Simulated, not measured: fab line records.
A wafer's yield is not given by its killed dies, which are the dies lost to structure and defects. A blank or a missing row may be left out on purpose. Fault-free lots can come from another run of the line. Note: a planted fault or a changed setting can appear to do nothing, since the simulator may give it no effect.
Code-filled problem report in 8D (eight disciplines) form / flow sky130 / the parts of the form that need people (team, actions taken, sign-off) are left out

1. WHAT IS WRONG
Wafers free of any fault read 242.6 (standard deviation 1.5) for VT_ADJUST_LVTN_TW at SKY_VT_ADJUST_LVTN_TW_MEAS_10, against a mean of 130.8 on 6 wafers of 2 lots. Measured from the usual mean, that is -75 standard deviations.
Earliest sighting: wafer L533.1 on filmMetro-02 at day 10 07:56. The record holds 36 wafers of 12 lots with a number at this step. Rule for "out" (also "out of limits"): further than 4 standard deviations from the usual mean. Any other wafer with a number is counted as sound.

2. WHAT IT IS; WHAT IT IS NOT
question=which readings at this step | is=VT_ADJUST_LVTN_TW | is not=-
question=which lots | is=L533, L537 | is not=L521, L523, L526, L527, L528, L529, L531, L541, L543, L544
question=which wafers of those lots | is=all that have a number | is not=-
question=read on which gauges | is=filmMetro-02 | is not=filmMetro-01, filmMetro-03
question=when | is=from day 10 07:56 | is not=up to then (21 sound wafers); but 9 sound wafers of L541, L543, L544 came after

3. SUSPECTS, AND WHAT RULES EACH OUT
Counting: any tool at a process step up to the reading is kept as a suspect provided that every lot that is out went through it and no sound lot did after the first of them.
- the gauge at SKY_VT_ADJUST_LVTN_TW_MEAS_10: ruled out. All the wafers that are out were read on filmMetro-02, but those of them that SKY_VT_ADJUST_LVTN_IMPLANT_08 has rows for are out there too, on other tools.
- implanter-04 at SKY_VT_ADJUST_LVTN_IMPLANT_08: kept. Every lot that is out went through it, starting with L533 (day 10 07:41), and after that it ran no sound lot; the last sound lot it ran before then is L531 (day 9 18:34). On those wafers its own readings are out: doseIonsCm2, faradayCurrentUA.
Remaining after the count: implanter-04 at SKY_VT_ADJUST_LVTN_IMPLANT_08.

4. THE CAUSE (what the simulator had put in)
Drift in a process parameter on implanter-04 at SKY_VT_ADJUST_LVTN_IMPLANT_08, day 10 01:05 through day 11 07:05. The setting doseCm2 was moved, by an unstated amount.
Only this tool survived the counting.

5. SEQUENCE OF EFFECTS, ordered by route
Each row: a reading whose mean over the struck wafers that have a number lies more than 3 standard deviations from the usual. Scope: only readings with a usual standard deviation given in the record; hours: median across lots of the time from each lot's start at the first step in this table that gives one to its start at this step; sigmas: change in usual standard deviations.
hours=0; step=SKY_VT_ADJUST_LVTN_IMPLANT_08; reading=doseIonsCm2; usual=1.5699e+12; on struck wafers=1.5753e+11; change=-1.4124e+12; sigmas=-99 or more
hours=0; step=SKY_VT_ADJUST_LVTN_IMPLANT_08; reading=faradayCurrentUA; usual=8.84; on struck wafers=0.89; change=-7.95; sigmas=-50
hours=0; step=SKY_VT_ADJUST_LVTN_TW_MEAS_10; reading=VT_ADJUST_LVTN_TW; usual=242.6; on struck wafers=130.8; change=-111.8; sigmas=-75
Process steps it contains:
- SKY_VT_ADJUST_LVTN_IMPLANT_08

6. WHAT WOULD HAVE CAUGHT IT SOONER
In this record the first reading out of limits at a measuring or inspecting step was taken at day 10 07:56, 7 hours after the fault began at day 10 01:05.
The tool's own readings at SKY_VT_ADJUST_LVTN_IMPLANT_08 were out on every struck wafer that the step has a row for (doseIonsCm2, faradayCurrentUA): an alarm limit on them would have fired on the first of those.
Lots out: 2; of these, L537 started SKY_VT_ADJUST_LVTN_IMPLANT_08 on implanter-04 after day 10 07:56. A hold on the tool at that time would have spared it.
